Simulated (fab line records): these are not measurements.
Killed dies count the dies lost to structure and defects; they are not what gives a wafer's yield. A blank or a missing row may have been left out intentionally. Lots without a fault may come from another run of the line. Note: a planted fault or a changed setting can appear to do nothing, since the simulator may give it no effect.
Problem report, 8D (eight disciplines) form, completed by code :: flow gf180mcu :: the parts of the form that need people (team, actions taken, sign-off) are left out

== 1. PROBLEM STATEMENT ==
Mean of oes-product-au at GF_M3_METAL_ETCH_16: 0.872 a.u. across 3 wafers in 3 lots; on wafers with no fault it is 0.990 a.u. (standard deviation 0.0049). Measured from the usual mean, that is -24 standard deviations.
The step: etches the open film in Cl2/BCl3, stops on SiO2, target depth 750.8 nm, time 125.1 s.
The first sign was on wafer L332.4 at day 26 23:13, on rie-metal-03. At this step, 39 wafers from 15 lots have a number in the record. The rule behind "out" and "out of limits": a value lying over 4 standard deviations away from the usual mean. The rest of the wafers with a number are treated as sound.

== 2. WHAT IT IS AND WHAT IT IS NOT ==
question: which readings at this step
is: oes-product-au, throttle-valve-pct
is not: drypump-motor-current-A, mfc-cl2-sccm

question: which lots
is: L332, L333, L336
is not: L316, L317, L319, L320, L321, L323, L325, L327, L328, L330, L334, L337

question: which wafers of those lots
is: all that have a number
is not: -

question: read on which tools
is: rie-metal-03
is not: rie-metal-02, rie-metal-04

question: when
is: from day 26 23:13
is not: up to then (30 sound wafers); but 6 sound wafers of L334, L337 came after

== 3. SUSPECTS, AND WHAT RULES EACH OUT ==
Counting: any tool at a process step up to the reading is kept as a suspect provided that every lot that is out went through it and no sound lot did after the first of them.
- rie-metal-03 at GF_M3_METAL_ETCH_16 (etches the open film in Cl2/BCl3, stops on SiO2, target depth 750.8 nm, time 125.1 s): kept. Every lot that is out went through it, starting with L332 (day 26 23:13), and after that it ran no sound lot; the last sound lot it ran before then is L330 (day 26 14:17). Its own readings are out on those wafers: oes-product-au, throttle-valve-pct.
Remaining after the count: rie-metal-03 at GF_M3_METAL_ETCH_16.

== 4. THE CAUSE (what the simulator had put in) ==
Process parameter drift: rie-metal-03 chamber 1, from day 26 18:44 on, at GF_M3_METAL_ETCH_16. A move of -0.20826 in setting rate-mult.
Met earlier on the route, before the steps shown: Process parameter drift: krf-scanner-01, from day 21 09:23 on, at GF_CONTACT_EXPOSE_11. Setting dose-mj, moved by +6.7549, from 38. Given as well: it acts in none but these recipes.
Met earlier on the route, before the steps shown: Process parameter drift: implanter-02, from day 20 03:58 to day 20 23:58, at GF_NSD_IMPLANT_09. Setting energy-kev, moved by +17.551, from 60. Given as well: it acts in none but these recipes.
Only this tool survived the counting.

== 5. SEQUENCE OF EFFECTS, ordered by route ==
Each row: a reading where the mean over the struck wafers with a number is more than 3 standard deviations away from the usual. Scope: only readings with a usual standard deviation given in the record; hours: median across lots of the time from each lot's start at the first step in this table that gives one to its start at this step; sigmas: change in usual standard deviations.
hours: 0
step: GF_M3_METAL_ETCH_16
reading: oes-product-au
usual: 0.990 a.u.
on struck wafers: 0.872
change: -0.118
sigmas: -24

hours: 0
step: GF_M3_METAL_ETCH_16
reading: throttle-valve-pct
usual: 28.230 %
on struck wafers: 28.359
change: +0.129
sigmas: +13

hours: 0
step: GF_M3_STRIP_17
reading: oes-product-au
usual: 0.537 a.u.
on struck wafers: 0.561
change: +0.024
sigmas: +5.6

hours: 0
step: GF_M3_STRIP_17
reading: strip-time-to-endpoint-s
usual: 7.38 s
on struck wafers: 8.05
change: +0.67
sigmas: +16
Its process steps:
- GF_M3_METAL_ETCH_16: etches the open film in Cl2/BCl3, stops on SiO2, target depth 750.8 nm, time 125.1 s.
- GF_M3_STRIP_17: strips in O2/N2.

== 6. HOW IT WOULD HAVE BEEN CAUGHT EARLIER ==
The fault began at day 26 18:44; the first out-of-limits reading in this record came at day 26 23:13, 4 hours later.
